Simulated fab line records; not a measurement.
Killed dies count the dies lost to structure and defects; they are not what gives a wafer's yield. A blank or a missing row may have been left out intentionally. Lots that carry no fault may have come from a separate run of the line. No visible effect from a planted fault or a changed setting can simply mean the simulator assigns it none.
fab line records	flow sky130
record: lots: 11	wafers: 33	last-day: 50
route steps=708 shown VIA4@657 METAL5@675 PASSIVATION@684 PAD_OPEN@708
lots that met no fault: from a run of the same line without faults
start-h: the number of hours between the record's first day and the start of the first shown wafer of the lot	wait-h: time in hours since the lot's previous step	" as in the row above	L1.1+2: a single row standing in for several wafers	- no value present, or no start provided	* or withheld: withheld	< > ~ a bound
route shown NAME@n: NAME is a module with steps in the file, n the number in the route of the first one	usual: average and standard deviation across the fault-free wafers	same: alike in all rows	chamber/n: place in a boat	sites: per-site readings	_std_site: standard deviation across them	_edge_site: outer sites' mean less inner sites'	radius-mm: for every site, how far away it sits from the centre of the wafer	mask NAME#n: copy n	behind: the tool/chamber that last shaped the wafer	hold: why the lot was held/for how many hours/how that ended	device: transistor that didn't switch, given as n, p or np	end of line: the tests these same wafers got at the end of their route	a step without rows: its recipe alone	killed: dies lost to structure and defects at the first sort, not the wafer's yield	map: a wafer's dies, x killed, . not, _ none there
set.NAME: setting as actually run; set.NAME@STEP: the setting as run at that earlier step	model.NAME: the simulator's own value behind a step, which no gauge read
one table for each step of the route and one row for each wafer, over a sample of lots
services: a tool's chamber out of use, with start hour (start-h, from the record's first day; less than 0 if before it), hours out, and reason
== steps ==
step: SKY_VIA4_CVD_18
recipe: material: W	target-thk-nm: 505	time-s: 152.14	temp-c: 400	pressure-torr: 40
usual: heater-power-w: 860/120
lot.wafer	tool	chamber	start-h	wait-h	heater-power-w
L936.1	cvd-w-02	0	996.90	0.0	776
L936.2	"	1	"	"	1050
L936.3	"	0	"	"	784
L938.2	cvd-w-02	1	1010.99	0.0	1016
L938.3	"	1	"	"	1039
L938.6	"	0	"	"	799
L939.3	cvd-w-01	0	1046.48	0.1	863
L939.4	"	1	"	"	768
L939.5	"	0	"	"	835
L940.4	cvd-w-02	0	1056.98	0.1	787
L940.5	"	1	"	"	1043
L940.6	"	0	"	"	792
L942.1	cvd-w-02	1	1060.93	0.0	1054
L942.3	"	0	"	"	769
L942.6	"	0	"	"	771
L943.1	cvd-w-01	0	1066.28	0.0	848
L943.5	"	1	"	"	764
L943.6	"	0	"	"	819
L946.3	cvd-w-01	0	1073.55	0.1	844
L946.5	"	0	"	"	823
L946.6	"	1	"	"	738
L947.1	cvd-w-02	0	1087.79	0.0	793
L947.5	"	0	"	"	770
L947.6	"	1	"	"	1061
L957.1	cvd-w-02	1	1136.28	0.0	1025
L957.3	"	1	"	"	1030
L957.6	"	1	"	"	1071
L958.1	cvd-w-01	1	1136.38	0.0	762
L958.4	"	0	"	"	852
L958.6	"	1	"	"	727
L959.1	cvd-w-02	0	1141.68	0.0	775
L959.2	"	1	"	"	1041
L959.3	"	0	"	"	777
step: SKY_METAL5_DESCUM_14
recipe: chemistry: O2	source-power-w: 150	bias-power-w: 0	pressure-mtorr: 10	temp-c: 40	time-s: 11
usual: drypump-motor-current-A: 5.3/0.39	he-backside-leak-sccm: 3.27/0.14	oes-product-au: 0.998/0.0089
lot.wafer	tool	chamber	start-h	wait-h	drypump-motor-current-A	he-backside-leak-sccm	oes-product-au	rf-hours-counter-h
L936.1	rie-metal-04	1	1019.93	0.1	5.3	3.59	0.998	13
L936.2	"	0	"	"	5.9	2.89	1.003	8
L936.3	"	1	"	"	5.3	3.23	1.006	-
L938.2	rie-metal-01	1	1034.53	0.1	4.7	3.19	0.985	5
L938.3	"	0	"	"	5.3	3.05	1.003	-
L938.6	"	1	"	"	4.7	3.35	0.983	-
L939.3	rie-metal-01	1	1068.51	0.1	4.7	3.45	0.988	-
L939.4	"	0	"	"	5.3	3.08	1.000	-
L939.5	"	0	"	"	5.3	3.06	0.986	-
L940.4	rie-metal-01	0	1078.03	0.1	5.3	3.22	0.990	-
L940.5	"	0	"	"	5.3	3.28	1.000	-
L940.6	"	1	"	"	4.7	3.09	0.986	-
L942.1	rie-metal-01	1	1081.43	0.1	4.8	3.39	0.986	8
L942.3	"	0	"	"	5.3	3.15	0.994	-
L942.6	"	0	"	"	5.3	3.18	0.999	-
L943.1	rie-metal-01	0	1087.48	0.1	5.3	3.16	1.007	11
L943.5	"	0	"	"	5.3	3.18	1.004	-
L943.6	"	1	"	"	4.8	3.21	0.989	-
L946.3	rie-metal-01	1	1094.83	0.1	4.7	3.36	0.984	-
L946.5	"	1	"	"	4.7	3.46	0.991	-
L946.6	"	0	"	"	5.3	3.18	1.002	-
L947.1	rie-metal-04	0	1109.27	0.1	5.9	3.07	0.995	14
L947.5	"	0	"	"	5.9	3.01	0.999	-
L947.6	"	1	"	"	5.3	3.34	1.001	-
L957.1	rie-metal-04	0	1155.30	0.1	5.9	3.14	0.998	18
L957.3	"	1	"	"	5.3	3.42	1.005	-
L957.6	"	1	"	"	5.3	3.35	0.988	-
L958.1	rie-metal-02	0	1155.60	0.1	5.5	3.30	1.008	17
L958.4	"	0	"	"	5.5	3.34	1.009	-
L958.6	"	1	"	"	5.7	3.26	1.006	-
L959.1	rie-metal-01	0	1160.15	0.1	5.3	3.11	0.999	17
L959.2	"	1	"	"	4.7	3.37	0.983	15
L959.3	"	0	"	"	5.3	3.07	0.995	-
step: SKY_METAL5_METAL_ETCH_15
recipe: target-depth-a: 12600	stop-on: SiO2	over-etch-frac: 0.2	time-s: 252	chemistry: Cl2/BCl3	resist-sidewall-deg: 86	pressure-mtorr: 10	icp-w: 900	bias-w: 48.5	Cl2_flow_sccm: 60	bcl3-flow-sccm: 30
usual: bias-w: 48.48/0.16	drypump-motor-current-A: 5.3/0.39	he-backside-leak-sccm: 3.28/0.23	oes-product-au: 0.893/0.0051	run-length-s: 280.4/0.38	throttle-valve-pct: 22.264/0.0081
lot.wafer	tool	chamber	start-h	wait-h	bias-w	drypump-motor-current-A	he-backside-leak-sccm	oes-product-au	rf-hours-counter-h	run-length-s	throttle-valve-pct
L936.1	rie-metal-04	1	1019.97	0.0	48.50	5.3	3.32	0.886	13	280.3	22.266
L936.2	"	0	"	"	48.53	5.9	3.29	0.889	9	281.1	22.257
L936.3	"	1	"	"	48.73	5.3	3.35	0.895	-	280.3	22.262
L938.2	rie-metal-01	1	1034.57	0.0	48.59	4.7	3.24	0.891	5	280.4	22.256
L938.3	"	0	"	"	48.35	5.3	3.18	0.894	-	280.3	22.265
L938.6	"	1	"	"	48.73	4.7	3.38	0.899	-	280.9	22.257
L939.3	rie-metal-01	1	1068.61	0.1	48.44	4.7	3.27	0.886	-	280.6	22.265
L939.4	"	0	"	"	48.64	5.3	3.14	0.889	-	280.1	22.262
L939.5	"	0	"	"	48.46	5.3	3.19	0.883	-	280.9	22.250
L940.4	rie-metal-01	0	1078.13	0.1	48.53	5.3	3.25	0.891	-	280.3	22.261
L940.5	"	0	"	"	48.50	5.3	3.10	0.902	-	280.2	22.275
L940.6	"	1	"	"	48.35	4.7	3.32	0.897	-	280.4	22.264
L942.1	rie-metal-01	1	1081.47	0.0	48.51	4.7	3.15	0.896	8	280.2	22.272
L942.3	"	0	"	"	48.36	5.3	3.34	0.856	-	298.9	22.251
L942.6	"	0	"	"	48.10	5.3	3.25	0.849	-	298.6	22.277
L943.1	rie-metal-01	0	1087.52	0.0	48.23	5.3	3.26	0.859	11	298.6	22.254
L943.5	"	0	"	"	48.41	5.3	3.19	0.859	-	298.8	22.263
L943.6	"	1	"	"	48.74	4.7	3.17	0.888	-	280.3	22.272
L946.3	rie-metal-01	1	1094.93	0.1	48.34	4.7	3.37	0.891	-	280.3	22.276
L946.5	"	1	"	"	48.42	4.7	3.35	0.894	-	280.3	22.258
L946.6	"	0	"	"	48.47	5.3	3.15	0.855	-	298.6	22.253
L947.1	rie-metal-04	0	1109.31	0.0	48.71	5.9	3.28	0.895	14	281.3	22.268
L947.5	"	0	"	"	48.47	5.9	3.32	0.893	-	280.9	22.255
L947.6	"	1	"	"	48.45	5.3	3.40	0.894	-	280.4	22.266
L957.1	rie-metal-04	0	1155.33	0.0	48.31	5.9	3.37	0.901	18	281.4	22.264
L957.3	"	1	"	"	48.46	5.2	3.35	0.895	-	280.2	22.258
L957.6	"	1	"	"	48.40	5.3	3.56	0.898	-	280.2	22.254
L958.1	rie-metal-02	0	1155.63	0.0	48.38	5.5	3.43	0.895	17	280.7	22.258
L958.4	"	0	"	"	48.36	5.5	3.39	0.891	-	280.2	22.271
L958.6	"	1	"	"	48.20	5.6	3.16	0.884	-	279.7	22.252
L959.1	rie-metal-01	0	1160.18	0.0	48.06	5.3	3.08	0.890	17	280.3	22.268
L959.2	"	1	"	"	48.54	4.7	3.47	0.903	15	280.4	22.256
L959.3	"	0	"	"	48.45	5.3	3.01	0.891	-	280.1	22.262
step: SKY_METAL5_STRIP_16
recipe: chemistry: O2/N2	power-w: 1400	pressure-mtorr: 1500	platen-temp-c: withheld	o2-flow-sccm: 3000	n2-flow-sccm: 300	overash-fraction: 0.5
usual: drypump-motor-current-A: 5.6/0.45	n2-flow-sccm: 300.1/0.91	oes-product-au: 0.710/0.0043	strip-time-to-endpoint-s: 13.11/0.12
lot.wafer	tool	chamber	start-h	wait-h	drypump-motor-current-A	n2-flow-sccm	oes-product-au	rf-hours-counter-h	strip-time-to-endpoint-s
L936.1	plasma-asher-04	0	1020.20	0.2	5.7	300.6	0.704	59	13.17
L936.2	"	1	"	"	5.2	300.8	0.711	59	13.14
L936.3	"	0	"	"	5.7	301.6	0.710	-	13.26
L938.2	plasma-asher-04	1	1034.80	0.2	5.2	300.3	0.711	61	13.26
L938.3	"	1	"	"	5.2	300.4	0.708	-	13.05
L938.6	"	1	"	"	5.2	300.3	0.706	-	13.25
L939.3	plasma-asher-01	1	1068.80	0.1	5.0	300.3	0.709	-	13.30
L939.4	"	0	"	"	6.0	300.9	0.708	-	13.16
L939.5	"	1	"	"	5.0	299.1	0.704	-	13.14
L940.4	plasma-asher-02	0	1078.32	0.1	5.8	301.2	0.714	-	13.10
L940.5	"	1	"	"	6.4	299.4	0.714	-	13.17
L940.6	"	0	"	"	5.9	301.1	0.713	-	13.31
L942.1	plasma-asher-04	1	1081.70	0.2	5.2	300.5	0.709	66	13.21
L942.3	"	1	"	"	5.2	300.8	0.706	-	12.45
L942.6	"	1	"	"	5.2	299.7	0.707	-	12.48
L943.1	plasma-asher-04	0	1087.75	0.2	5.7	301.7	0.706	66	12.71
L943.5	"	0	"	"	5.7	301.2	0.701	-	12.49
L943.6	"	1	"	"	5.2	299.2	0.706	-	13.27
L946.3	plasma-asher-04	0	1095.12	0.1	5.7	299.8	0.714	-	13.36
L946.5	"	0	"	"	5.7	298.6	0.710	-	13.22
L946.6	"	1	"	"	5.2	300.5	0.709	-	12.53
L947.1	plasma-asher-04	1	1109.54	0.2	5.2	298.3	0.722	69	13.25
L947.5	"	1	"	"	5.2	298.0	0.711	-	13.21
L947.6	"	0	"	"	5.7	299.9	0.706	-	13.14
L957.1	plasma-asher-02	0	1155.57	0.2	5.9	300.6	0.707	7	13.13
L957.3	"	0	"	"	5.9	301.1	0.718	-	13.15
L957.6	"	1	"	"	6.4	299.8	0.705	-	13.13
L958.1	plasma-asher-01	1	1155.87	0.2	5.0	299.2	0.717	38	12.85
L958.4	"	0	"	"	6.0	300.6	0.704	-	12.92
L958.6	"	1	"	"	5.0	299.4	0.714	-	12.89
L959.1	plasma-asher-01	0	1160.42	0.2	6.1	299.7	0.713	38	13.14
L959.2	"	1	"	"	4.9	300.2	0.711	38	13.24
L959.3	"	1	"	"	5.0	299.7	0.714	-	13.16
step: SKY_PASSIVATION_THK_MEAS_03
recipe: reads: Si3N4_of_PASSIVATION_CVD_02
usual: PASSIVATION_CVD_02_THK: 532/5.6
lot.wafer	tool	chamber	start-h	wait-h	PASSIVATION_CVD_02_THK[nm]
L936.1	film-metro-04	-	1021.21	-	527
L936.2	"	-	"	"	525
L936.3	"	-	"	"	540
L938.2	film-metro-02	-	1035.71	-	524
L938.3	"	-	"	"	519
L938.6	"	-	"	"	531
L939.3	film-metro-04	-	1069.79	-	525
L939.4	"	-	"	"	537
L939.5	"	-	"	"	535
L940.4	film-metro-01	-	1079.32	-	534
L940.5	"	-	"	"	535
L940.6	"	-	"	"	525
L942.1	film-metro-01	-	1082.64	-	527
L942.3	"	-	"	"	541
L942.6	"	-	"	"	543
L943.1	film-metro-02	-	1088.69	-	518
L943.5	"	-	"	"	523
L943.6	"	-	"	"	533
L946.3	film-metro-01	-	1096.08	-	530
L946.5	"	-	"	"	531
L946.6	"	-	"	"	533
L947.1	film-metro-04	-	1110.44	-	532
L947.5	"	-	"	"	535
L947.6	"	-	"	"	542
L957.1	film-metro-04	-	1156.46	-	528
L957.3	"	-	"	"	527
L957.6	"	-	"	"	536
L958.1	film-metro-04	-	1156.76	-	533
L958.4	"	-	"	"	533
L958.6	"	-	"	"	541
L959.1	film-metro-02	-	1161.32	-	527
L959.2	"	-	"	"	527
L959.3	"	-	"	"	524
step: SKY_PAD_OPEN_PROBE_99
usual: defect-limited-yield: 82.4/1.9	killed_at_M0_to_M3: 44/7.2	killed_at_M4_up: 3.2/1.8	killed-at-contacts: 24/5.4	killed-at-front-end: 15/4	killed-at-other: 0.3/0.56	killed-dies: 87/9.2	killed-open: 47/7.3	killed-short: 39/5.7	sort_bin_3_pad_short: 0.9/0.45	sort_bin_5_function: 10.6/1.5	sort_bin_6_memory: 6.2/1.1	sort-n-pass: 405/9.2	sort-yield-pct: 82.4/1.9
same: gross-dies: 492	killed-at-back-side: 0	sort_bin_4_leakage[%]: 0	sort_bin_8_speed[%]: 0
lot.wafer	tool	chamber	start-h	wait-h	defect-limited-yield[%]	killed_at_M0_to_M3	killed_at_M4_up	killed-at-contacts	killed-at-front-end	killed-at-other	killed-dies	killed-open	killed-short	sort_bin_3_pad_short[%]	sort_bin_5_function[%]	sort_bin_6_memory[%]	sort-n-pass	sort-yield-pct[%]
L936.1	prober-02	-	1067.10	0.1	82.3	53	2	21	10	1	87	49	38	0.4	11.8	5.5	405	82.3
L936.2	prober-02	-	1067.15	0.1	83.7	44	4	22	10	0	80	43	35	0.8	9.6	5.9	412	83.7
L936.3	prober-02	-	1067.20	0.2	83.5	39	1	23	15	3	81	44	37	1.0	10.2	5.3	411	83.5
L938.2	prober-02	-	1080.79	0.1	80.1	52	4	25	17	0	98	55	43	1.0	13.2	5.7	394	80.1
L938.3	prober-02	-	1080.84	0.2	79.3	42	4	38	18	0	102	60	41	0.4	11.8	8.5	390	79.3
L938.6	prober-02	-	1080.99	0.2	78.3	48	1	32	26	0	107	61	46	1.4	12.8	7.5	385	78.3
L939.3	prober-01	-	1113.19	0.2	83.7	38	4	30	8	0	80	46	34	0.8	10.4	5.1	412	83.7
L939.4	prober-01	-	1113.24	0.2	82.9	43	2	22	17	0	84	48	35	0.2	10.8	6.1	408	82.9
L939.5	prober-01	-	1113.29	0.2	82.7	40	5	23	17	0	85	40	45	0.2	8.7	8.3	407	82.7
L940.4	prober-01	-	1122.06	0.2	78.7	64	4	25	12	0	105	54	50	2.0	12.0	7.3	387	78.7
L940.5	prober-01	-	1122.11	0.2	80.5	46	6	28	16	0	96	49	47	1.2	9.8	8.5	396	80.5
L940.6	prober-01	-	1122.16	0.2	79.7	57	5	20	18	0	100	55	45	1.0	13.8	5.5	392	79.7
L942.1	prober-02	-	1125.88	0.1	82.7	33	5	25	21	1	85	45	40	1.2	11.4	4.7	407	82.7
L942.3	prober-02	-	1125.98	0.2	84.1	32	4	24	18	0	78	38	40	0.8	8.3	6.7	414	84.1
L942.6	prober-02	-	1126.13	0.2	84.1	39	2	26	9	2	78	43	35	0.6	9.3	5.9	414	84.1
L943.1	prober-01	-	1132.03	0.1	83.7	39	1	21	18	1	80	39	41	0.6	10.6	5.1	412	83.7
L943.5	prober-01	-	1132.23	0.2	81.9	46	4	28	11	0	89	45	43	0.2	10.6	7.3	403	81.9
L943.6	prober-01	-	1132.28	0.2	84.1	38	2	27	11	0	78	45	32	0.6	8.3	6.9	414	84.1
L946.3	prober-01	-	1138.35	0.2	83.5	42	4	23	12	0	81	41	40	1.6	9.3	5.5	411	83.5
L946.5	prober-01	-	1138.45	0.2	81.7	47	4	22	17	0	90	41	49	1.2	11.0	6.1	402	81.7
L946.6	prober-01	-	1138.50	0.2	84.1	49	3	15	11	0	78	37	41	0.8	9.3	5.7	414	84.1
L947.1	prober-02	-	1152.16	0.1	79.3	47	2	41	12	0	102	57	45	1.8	11.6	7.3	390	79.3
L947.5	prober-02	-	1152.36	0.2	81.7	52	2	25	9	2	90	46	43	1.4	10.8	6.1	402	81.7
L947.6	prober-02	-	1152.41	0.2	82.9	43	4	20	17	0	84	44	40	0.6	10.2	6.3	408	82.9
L957.1	prober-01	-	1190.93	0.1	83.9	42	3	20	12	2	79	41	38	1.4	6.9	7.7	413	83.9
L957.3	prober-01	-	1191.03	0.2	83.9	37	3	29	10	0	79	48	31	1.0	9.6	5.5	413	83.9
L957.6	prober-01	-	1191.18	0.2	83.7	44	2	24	10	0	80	53	26	0.8	10.0	5.5	412	83.7
L958.1	prober-02	-	1191.64	0.1	85.0	46	1	14	13	0	74	41	33	1.4	7.9	5.7	418	85.0
L958.4	prober-02	-	1191.79	0.2	82.3	49	3	23	12	0	87	49	38	0.8	11.4	5.5	405	82.3
L958.6	prober-02	-	1191.89	0.2	84.6	41	5	14	16	0	76	42	34	0.8	8.3	6.3	416	84.6
L959.1	prober-01	-	1196.23	0.1	81.7	49	1	18	22	0	90	50	40	1.4	10.6	6.3	402	81.7
L959.2	prober-01	-	1196.28	0.1	79.7	51	6	22	21	0	100	59	39	0.8	11.8	7.7	392	79.7
L959.3	prober-01	-	1196.33	0.2	80.9	50	1	28	15	0	94	55	38	0.4	11.2	7.5	398	80.9
killed by level:class
L936.1 VIA3:geometric-particle:open=13 VIA2:geometric-particle:open=9 LI_CONTACT:geometric-particle:open=8 VIA1:geometric-particle:open=8 CONTACT:geometric-particle:open=6 METAL3:geometric-particle:short=6 FIELD_ISO:geometric-particle:short=5 METAL2:geometric-particle:short=5
L936.2 VIA1:geometric-particle:open=11 CONTACT:geometric-particle:open=9 VIA3:geometric-particle:open=8 CONTACT:geometric-particle:short=6 VIA1:geometric-particle:short=5 METAL2:geometric-particle:short=5 VIA3:geometric-particle:short=5 LOCAL_INTERCONNECT:geometric-particle:short=4
L936.3 CONTACT:geometric-particle:open=10 POLY_GATE:geometric-particle:open=7 LI_CONTACT:geometric-particle:open=7 VIA3:geometric-particle:open=6 VIA1:geometric-particle:open=6 FIELD_ISO:geometric-particle:short=5 METAL1:geometric-particle:short=5 VIA2:geometric-particle:open=5
L938.2 VIA1:geometric-particle:open=12 VIA3:geometric-particle:open=9 VIA2:geometric-particle:open=8 CONTACT:geometric-particle:short=8 CONTACT:geometric-particle:open=7 VIA1:geometric-particle:short=7 METAL2:geometric-particle:short=7 LI_CONTACT:geometric-particle:open=6
L938.3 CONTACT:geometric-particle:open=15 LI_CONTACT:geometric-particle:open=13 VIA1:geometric-particle:open=12 VIA2:geometric-particle:open=5 POLY_GATE:geometric-particle:short=5 CONTACT:geometric-particle:short=5 METAL1:geometric-particle:short=5 VIA2:geometric-particle:short=4
L938.6 CONTACT:geometric-particle:open=13 VIA1:geometric-particle:open=13 FIELD_ISO:geometric-particle:open=10 LI_CONTACT:geometric-particle:open=8 VIA2:geometric-particle:open=7 FIELD_ISO:geometric-particle:short=6 METAL1:geometric-particle:short=5 POLY_GATE:geometric-particle:short=4
L939.3 CONTACT:geometric-particle:open=13 VIA2:geometric-particle:open=11 LI_CONTACT:geometric-particle:short=6 LI_CONTACT:geometric-particle:open=6 VIA1:geometric-particle:open=6 VIA1:geometric-particle:short=5 METAL1:geometric-particle:short=5 VIA3:geometric-particle:open=4
L939.4 CONTACT:geometric-particle:open=13 VIA1:geometric-particle:open=12 VIA1:geometric-particle:short=7 FIELD_ISO:geometric-particle:open=6 VIA3:geometric-particle:open=6 METAL2:geometric-particle:short=5 FIELD_ISO:geometric-particle:short=4 VIA2:geometric-particle:short=4
L939.5 CONTACT:geometric-particle:open=10 VIA3:geometric-particle:open=10 VIA1:geometric-particle:open=7 POLY_GATE:geometric-particle:short=6 CONTACT:geometric-particle:short=5 METAL4:geometric-particle:short=5 FIELD_ISO:geometric-particle:short=4 VIA3:geometric-particle:short=4
L940.4 METAL1:geometric-particle:short=11 CONTACT:geometric-particle:open=10 VIA2:geometric-particle:open=9 VIA1:geometric-particle:open=8 VIA3:geometric-particle:open=8 LI_CONTACT:geometric-particle:open=7 METAL1:geometric-particle:open=7 VIA3:geometric-particle:short=7
L940.5 CONTACT:geometric-particle:open=11 VIA1:geometric-particle:open=8 LI_CONTACT:geometric-particle:open=7 METAL2:geometric-particle:short=7 METAL1:geometric-particle:short=5 VIA2:geometric-particle:open=5 METAL4:geometric-particle:short=5 VIA1:geometric-particle:short=4
L940.6 VIA2:geometric-particle:open=11 METAL1:geometric-particle:short=9 VIA1:geometric-particle:open=8 VIA3:geometric-particle:open=8 FIELD_ISO:geometric-particle:short=7 LI_CONTACT:geometric-particle:open=6 CONTACT:geometric-particle:open=6 VIA1:geometric-particle:short=5
L942.1 CONTACT:geometric-particle:open=11 POLY_GATE:geometric-particle:short=7 VIA1:geometric-particle:short=6 FIELD_ISO:geometric-particle:open=5 LI_CONTACT:geometric-particle:open=5 CONTACT:geometric-particle:short=5 VIA2:geometric-particle:open=5 VIA1:geometric-particle:open=5
L942.3 VIA1:geometric-particle:open=9 CONTACT:geometric-particle:short=7 CONTACT:geometric-particle:open=6 METAL1:geometric-particle:short=6 POLY_GATE:geometric-particle:open=5 LI_CONTACT:geometric-particle:open=5 LOCAL_INTERCONNECT:geometric-particle:short=5 POLY_GATE:geometric-particle:short=4
L942.6 LI_CONTACT:geometric-particle:open=11 VIA1:geometric-particle:open=8 CONTACT:geometric-particle:short=7 METAL1:geometric-particle:short=6 VIA2:geometric-particle:open=6 VIA3:geometric-particle:open=5 VIA1:geometric-particle:short=4 CONTACT:geometric-particle:open=4
L943.1 VIA2:geometric-particle:open=7 VIA1:geometric-particle:short=6 VIA1:geometric-particle:open=6 LOCAL_INTERCONNECT:geometric-particle:short=5 VIA3:geometric-particle:open=5 METAL2:geometric-particle:short=5 FIELD_ISO:geometric-particle:short=4 POLY_GATE:geometric-particle:short=4
L943.5 CONTACT:geometric-particle:open=12 VIA1:geometric-particle:open=8 LI_CONTACT:geometric-particle:open=7 METAL1:geometric-particle:short=7 VIA1:geometric-particle:short=7 VIA2:geometric-particle:open=6 VIA3:geometric-particle:open=5 POLY_GATE:geometric-particle:short=4
L943.6 CONTACT:geometric-particle:open=11 VIA1:geometric-particle:open=7 VIA2:geometric-particle:open=6 FIELD_ISO:geometric-particle:open=5 METAL1:geometric-particle:short=5 LI_CONTACT:geometric-particle:short=4 LI_CONTACT:geometric-particle:open=4 CONTACT:geometric-particle:short=4
L946.3 VIA1:geometric-particle:open=14 METAL2:geometric-particle:short=9 LI_CONTACT:geometric-particle:open=8 FIELD_ISO:geometric-particle:short=7 CONTACT:geometric-particle:open=7 VIA2:geometric-particle:open=6 CONTACT:geometric-particle:short=5 METAL3:geometric-particle:short=3
L946.5 VIA1:geometric-particle:open=12 METAL2:geometric-particle:short=12 CONTACT:geometric-particle:open=9 FIELD_ISO:geometric-particle:short=7 LI_CONTACT:geometric-particle:open=6 VIA1:geometric-particle:short=5 VIA2:geometric-particle:short=5 VIA3:geometric-particle:short=5
L946.6 VIA1:geometric-particle:open=11 METAL1:geometric-particle:short=9 METAL2:geometric-particle:short=8 CONTACT:geometric-particle:open=7 VIA2:geometric-particle:open=6 FIELD_ISO:geometric-particle:short=4 VIA1:geometric-particle:short=4 VIA3:geometric-particle:open=4
L947.1 CONTACT:geometric-particle:open=20 LI_CONTACT:geometric-particle:open=10 VIA2:geometric-particle:short=8 VIA1:geometric-particle:open=7 VIA2:geometric-particle:open=7 CONTACT:geometric-particle:short=6 METAL1:geometric-particle:short=6 METAL3:geometric-particle:short=6
L947.5 CONTACT:geometric-particle:open=11 VIA2:geometric-particle:open=11 LI_CONTACT:geometric-particle:open=8 METAL3:geometric-particle:short=8 VIA1:geometric-particle:open=7 VIA2:geometric-particle:short=7 METAL1:geometric-particle:short=5 POLY_GATE:geometric-particle:open=3
L947.6 VIA2:geometric-particle:open=8 VIA3:geometric-particle:open=8 VIA1:geometric-particle:open=7 METAL2:geometric-particle:short=6 LOCAL_INTERCONNECT:geometric-particle:short=6 CONTACT:geometric-particle:open=6 CONTACT:geometric-particle:short=5 VIA1:geometric-particle:short=5
L957.1 VIA1:geometric-particle:open=10 CONTACT:geometric-particle:open=8 METAL1:geometric-particle:short=6 LOCAL_INTERCONNECT:geometric-particle:short=5 VIA3:geometric-particle:open=5 METAL2:geometric-particle:open=5 POLY_GATE:geometric-particle:open=4 SPACER:geometric-particle:short=4
L957.3 VIA1:geometric-particle:open=10 CONTACT:geometric-particle:open=9 LI_CONTACT:geometric-particle:open=8 VIA2:geometric-particle:open=7 CONTACT:geometric-particle:short=6 METAL2:geometric-particle:short=4 VIA3:geometric-particle:open=4 POLY_GATE:geometric-particle:open=3
L957.6 VIA1:geometric-particle:open=12 CONTACT:geometric-particle:open=12 VIA2:geometric-particle:open=9 METAL2:geometric-particle:short=8 LI_CONTACT:geometric-particle:open=7 VIA3:geometric-particle:open=4 FIELD_ISO:geometric-particle:open=3 CONTACT:geometric-particle:short=3
L958.1 VIA1:geometric-particle:open=13 VIA3:geometric-particle:open=6 VIA1:geometric-particle:short=6 LI_CONTACT:geometric-particle:open=5 VIA2:geometric-particle:open=5 POLY_GATE:geometric-particle:open=4 POLY_GATE:geometric-particle:short=4 CONTACT:geometric-particle:short=4
L958.4 CONTACT:geometric-particle:open=11 VIA1:geometric-particle:open=9 VIA3:geometric-particle:open=9 VIA2:geometric-particle:open=7 CONTACT:geometric-particle:short=6 VIA1:geometric-particle:short=6 METAL2:geometric-particle:short=6 POLY_GATE:geometric-particle:open=4
L958.6 VIA1:geometric-particle:open=10 CONTACT:geometric-particle:open=8 FIELD_ISO:geometric-particle:short=7 VIA3:geometric-particle:open=7 VIA2:geometric-particle:open=7 METAL1:geometric-particle:short=4 VIA1:geometric-particle:short=4 METAL4:geometric-particle:short=4
L959.1 VIA3:geometric-particle:open=10 VIA1:geometric-particle:open=10 METAL2:geometric-particle:short=8 CONTACT:geometric-particle:open=7 FIELD_ISO:geometric-particle:short=6 POLY_GATE:geometric-particle:open=6 VIA1:geometric-particle:short=5 METAL1:geometric-particle:short=5
L959.2 VIA1:geometric-particle:open=16 CONTACT:geometric-particle:open=9 METAL1:geometric-particle:short=8 LI_CONTACT:geometric-particle:open=6 METAL2:geometric-particle:short=6 FIELD_ISO:geometric-particle:open=4 VIA1:geometric-particle:short=4 VIA3:geometric-particle:open=4
L959.3 VIA1:geometric-particle:open=15 CONTACT:geometric-particle:open=11 METAL1:geometric-particle:short=11 VIA3:geometric-particle:open=7 CONTACT:geometric-particle:short=6 VIA2:geometric-particle:open=6 LI_CONTACT:geometric-particle:short=5 LI_CONTACT:geometric-particle:open=4
== services ==
tool	chamber	start-h	hours	kind
rie-metal-04	1	986.03	9.3	repair
plasma-asher-01	-	986.18	2.8	pm
plasma-asher-02	-	992.32	0.6	repair
rie-metal-02	-	993.80	2.8	pm
cvd-w-01	-	999.65	6.0	pm
plasma-asher-02	-	1055.25	9.0	pm
plasma-asher-02	0	1055.25	9.0	vent-cycle
plasma-asher-02	1	1055.25	9.0	vent-cycle
plasma-asher-02	0	1064.25	-	clean
plasma-asher-02	1	1064.25	-	clean
plasma-asher-02	-	1087.41	6.7	repair
plasma-asher-01	-	1104.12	0.4	repair
plasma-asher-02	-	1115.86	2.0	repair
plasma-asher-01	-	1140.73	7.5	repair
plasma-asher-02	-	1141.72	6.3	repair
== key ==
first-sign: step: SKY_METAL5_METAL_ETCH_15	reading: run-length-s	direction: up	sigmas: 48	usual: *	struck: *
effect: step: SKY_METAL5_METAL_ETCH_15	reading: oes-product-au	direction: down	sigmas: 7.4	usual: 0.893	struck: 0.856
effect: step: SKY_METAL5_STRIP_16	reading: strip-time-to-endpoint-s	direction: down	sigmas: 4.7	usual: *	struck: *
met-at SKY_METAL5_METAL_ETCH_15
struck-lots L942,L943,L946
struck-wafers L942.3,L942.6,L943.1,L943.5,L946.6
not-acting-at SKY_VIA4_CVD_18,SKY_METAL5_DESCUM_14,SKY_PASSIVATION_THK_MEAS_03
onset-between 1078.13 1081.47
fault: kind: process-parameter-drift	tool: rie-metal-01	chamber: 0	onset-h: 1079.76	steps: SKY_METAL5_METAL_ETCH_15	channel: time-s	offset: *	shape: step	end-h: 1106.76	acts-in: *	stated: *
